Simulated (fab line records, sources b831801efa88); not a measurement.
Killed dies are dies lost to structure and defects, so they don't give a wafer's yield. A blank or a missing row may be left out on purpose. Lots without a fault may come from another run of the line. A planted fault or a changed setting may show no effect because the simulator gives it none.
Which tool did it? | flow sky130 | 12 lots, 33 wafers sampled, at 6 steps of a route of 708

WHAT THE GAUGES READ, wafer by wafer
SKY_LDD_HVN_OVL_MEAS_07. Usual: LDD_HVN_OVL 0.3 nm, standard deviation 1.8.
lot  | measured     | on         | LDD_HVN_OVL (nm) | flag
L390 | day 20 07:14 | overlay-01 | -0.3 -1.4 -0.6   |
L394 | day 22 00:52 | overlay-01 | -1.6 -1.1 -1.3   |
L395 | day 22 03:46 | overlay-01 | -2.2 -1.8 -1.0   |
L396 | day 22 12:58 | overlay-01 | -1.1 -0.8 0.3    |
L397 | day 23 00:13 | overlay-01 | -2.9 -1.1 -1.6   |
L398 | day 23 01:32 | overlay-01 | -0.4 -1.3 -0.3   |
L401 | day 24 21:41 | overlay-01 | 0.0 -0.4 -0.7    |
L408 | day 26 19:46 | overlay-02 | 1.6 2.4          |
L409 | day 27 04:22 | overlay-02 | 2.9 3.4          |
L410 | day 27 15:20 | overlay-01 | 0.4 0.6          |
L413 | day 28 16:19 | overlay-02 | -0.2 -1.8 -0.2   |
L411 | day 28 16:40 | overlay-02 | 2.3 2.2 2.5      |

SKY_POLY_CUT_OVL_MEAS_09. Usual: POLY_CUT_OVL -3 nm, standard deviation 5.5.
lot  | measured     | on         | POLY_CUT_OVL (nm) | flag
L390 | day 24 04:17 | overlay-02 | -6 -4 -8          |
L394 | day 25 22:45 | overlay-01 | -10 -12 -3        |
L395 | day 25 23:56 | overlay-01 | -3 -7 -3          |
L396 | day 26 07:41 | overlay-01 | -7 3 -7           |
L397 | day 26 18:59 | overlay-02 | -3 -1 -6          |
L398 | day 26 20:35 | overlay-01 | 2 2 5             |
L401 | day 28 14:44 | overlay-01 | -5 2 -7           |
L408 | day 30 13:11 | overlay-02 | 6 1               |
L409 | day 30 20:47 | overlay-01 | -8 -13            |
L410 | day 31 05:35 | overlay-02 | -5 -12            |
L413 | day 32 04:39 | overlay-01 | 0 2 -5            |
L411 | day 32 06:14 | overlay-01 | 2 3 -9            |

SKY_RES_XHIGH_TW_MEAS_09. Usual: RES_XHIGH_TW 1636, standard deviation 16.
lot  | measured     | on            | RES_XHIGH_TW   | flag
L390 | day 26 16:26 | film_metro-04 | 1624 1620 1620 |
L394 | day 28 09:47 | film_metro-04 | 1622 1623 1626 |
L395 | day 28 10:41 | film_metro-04 | 1625 1633 1622 |
L396 | day 28 17:50 | film_metro-01 | 1653 1653 1651 |
L397 | day 29 04:37 | film_metro-02 | 1644 1647 1643 |
L398 | day 29 06:31 | film_metro-01 | 1652 1656 1642 |
L401 | day 30 21:44 | film_metro-04 | 1618 1615 1606 |
L408 | day 32 20:34 | film_metro-04 | 1611 1531      | OFF
L409 | day 33 03:49 | film_metro-04 | 1612 1521      | OFF
L410 | day 33 12:31 | film_metro-02 | 1553 1554      | OFF
L413 | day 34 09:28 | film_metro-02 | 1654 1652 1664 |
L411 | day 34 12:37 | film_metro-01 | 1652 1648 1640 |

SKY_SD_N_RS_MEAS_18: measures by four-point-probe. Usual: RES_XHIGH_RS 333.1 ohm/sq, standard deviation 1.1.
lot  | measured     | on            | RES_XHIGH_RS (ohm/sq) | flag
L390 | day 27 22:29 | film_metro-02 | 332.0 333.9 333.0     |
L394 | day 29 14:23 | film_metro-02 | 335.2 333.1 334.7     |
L395 | day 29 15:25 | film_metro-02 | 334.3 333.2 330.9     |
L396 | day 29 22:21 | film_metro-02 | 332.9 333.0 333.2     |
L397 | day 30 09:18 | film_metro-01 | 332.8 333.3 331.3     |
L398 | day 30 11:18 | film_metro-01 | 332.7 331.8 332.1     |
L401 | day 32 02:29 | film_metro-02 | 335.2 334.5 334.9     |
L408 | day 34 00:05 | film_metro-01 | 333.1 385.7           | OFF
L409 | day 34 06:53 | film_metro-04 | 332.3 389.3           | OFF
L410 | day 34 15:52 | film_metro-02 | 383.4 384.7           | OFF
L413 | day 35 12:38 | film_metro-02 | 333.2 333.0 333.7     |
L411 | day 35 16:05 | film_metro-02 | 333.0 332.1 334.5     |

WHICH TOOL RAN EACH LOT (tool, then ch and the chambers of the sampled wafers, then the start)
lot  | SKY_LDD_HVN_STRIP_09                 | SKY_RES_XHIGH_IMPLANT_07
L390 | plasma_asher-02 ch 0,1, day 20 07:25 | implanter-03 ch 0, day 26 16:11
L394 | plasma_asher-04 ch 0,1, day 22 01:02 | implanter-04 ch 0, day 28 09:32
L395 | plasma_asher-04 ch 0,1, day 22 03:57 | implanter-04 ch 0, day 28 10:28
L396 | plasma_asher-02 ch 0,1, day 22 13:09 | implanter-04 ch 0, day 28 17:35
L397 | plasma_asher-04 ch 0,1, day 23 00:23 | implanter-04 ch 0, day 29 04:22
L398 | plasma_asher-01 ch 0,1, day 23 01:43 | implanter-03 ch 0, day 29 06:16
L401 | plasma_asher-02 ch 0,1, day 24 21:53 | implanter-04 ch 0, day 30 21:31
L408 | plasma_asher-04 ch 0, day 26 19:56   | implanter-03 ch 0, day 32 20:19
L409 | plasma_asher-04 ch 1, day 27 04:33   | implanter-03 ch 0, day 33 03:34
L410 | plasma_asher-04 ch 0,1, day 27 15:34 | implanter-03 ch 0, day 33 12:19
L413 | plasma_asher-01 ch 0,1, day 28 16:29 | implanter-04 ch 0, day 34 09:13
L411 | plasma_asher-02 ch 0,1, day 28 16:51 | implanter-01 ch 0, day 34 12:22
- SKY_LDD_HVN_STRIP_09: strips in O2/N2.
- SKY_RES_XHIGH_IMPLANT_07

WHAT THE TOOLS THEMSELVES READ (means of the sampled wafers that have a number; where no wafer has one, the mark that the record gives instead)
SKY_LDD_HVN_STRIP_09. Usual: drypump_motor_current_A 5.7 A, standard deviation 0.36; o2_flow_sccm 2999 sccm, standard deviation 8.1; oes_product_au 0.409 a.u., standard deviation 0.0045; strip_time_to_endpoint_s 4.134 s, standard deviation 0.015.
lot  | tool            | drypump_motor_current_A (A) | o2_flow_sccm (sccm) | oes_product_au (a.u.) | strip_time_to_endpoint_s (s) | flag
L390 | plasma_asher-02 | 5.7                         | 3000                | 0.408                 | 4.139                        |
L394 | plasma_asher-04 | 6.0                         | 2991                | 0.406                 | 4.110                        |
L395 | plasma_asher-04 | 6.0                         | 3000                | 0.411                 | 4.149                        |
L396 | plasma_asher-02 | 5.8                         | 3002                | 0.409                 | 4.127                        |
L397 | plasma_asher-04 | 6.0                         | 3010                | 0.409                 | 4.130                        |
L398 | plasma_asher-01 | 5.3                         | 2994                | 0.409                 | 4.141                        |
L401 | plasma_asher-02 | 5.8                         | 3012                | 0.412                 | 4.130                        |
L408 | plasma_asher-04 | 5.9                         | 3003                | 0.410                 | 4.133                        |
L409 | plasma_asher-04 | 6.2                         | 2988                | 0.408                 | 4.124                        |
L410 | plasma_asher-04 | 6.1                         | 2997                | 0.406                 | 4.128                        |
L413 | plasma_asher-01 | 5.3                         | 3005                | 0.410                 | 4.150                        |
L411 | plasma_asher-02 | 5.8                         | 2993                | 0.411                 | 4.160                        |

SKY_RES_XHIGH_IMPLANT_07. Usual: beam_on_s 37.9 s, standard deviation 1.7; faraday_current_uA 536, standard deviation 25.
lot  | tool         | beam_on_s (s) | faraday_current_uA | flag
L390 | implanter-03 | 38.8          | 522                |
L394 | implanter-04 | 38.6          | 524                |
L395 | implanter-04 | 38.9          | 522                |
L396 | implanter-04 | 38.9          | 522                |
L397 | implanter-04 | 38.5          | 527                |
L398 | implanter-03 | 38.6          | 526                |
L401 | implanter-04 | 39.7          | 512                |
L408 | implanter-03 | 34.7          | 589                |
L409 | implanter-03 | 34.1          | 598                |
L410 | implanter-03 | 30.4          | 668                | OFF
L413 | implanter-04 | 38.5          | 526                |
L411 | implanter-01 | 34.8          | 584                |

THE ANSWER, worked out from the rows above alone
Rule: a lot is off if the mean of its wafers that have a number lies more than 3 standard deviations from the usual mean. A lot without any number at a reading at which 4 lots or more have one is off too. The other lots that the step has rows for count as sound. The gauges are gone through in route order, then the tools' own readings, and for those a lot's mean is taken as printed above. The first step at which some lot is off is used, and at that step the reading that is off furthest; a lot without a number counts as furthest.
Off: L408, L409, L410, at SKY_RES_XHIGH_TW_MEAS_09 (RES_XHIGH_TW).
A tool fits if, at a process step before that reading, it ran every lot that is off, and no sound lot after the first of them. The gauges at SKY_RES_XHIGH_TW_MEAS_09 are tried like those tools. Can't be told from this: 2 tools fit, plasma_asher-04 at SKY_LDD_HVN_STRIP_09, implanter-03 at SKY_RES_XHIGH_IMPLANT_07.

WHAT THE SIMULATOR HAD PUT IN
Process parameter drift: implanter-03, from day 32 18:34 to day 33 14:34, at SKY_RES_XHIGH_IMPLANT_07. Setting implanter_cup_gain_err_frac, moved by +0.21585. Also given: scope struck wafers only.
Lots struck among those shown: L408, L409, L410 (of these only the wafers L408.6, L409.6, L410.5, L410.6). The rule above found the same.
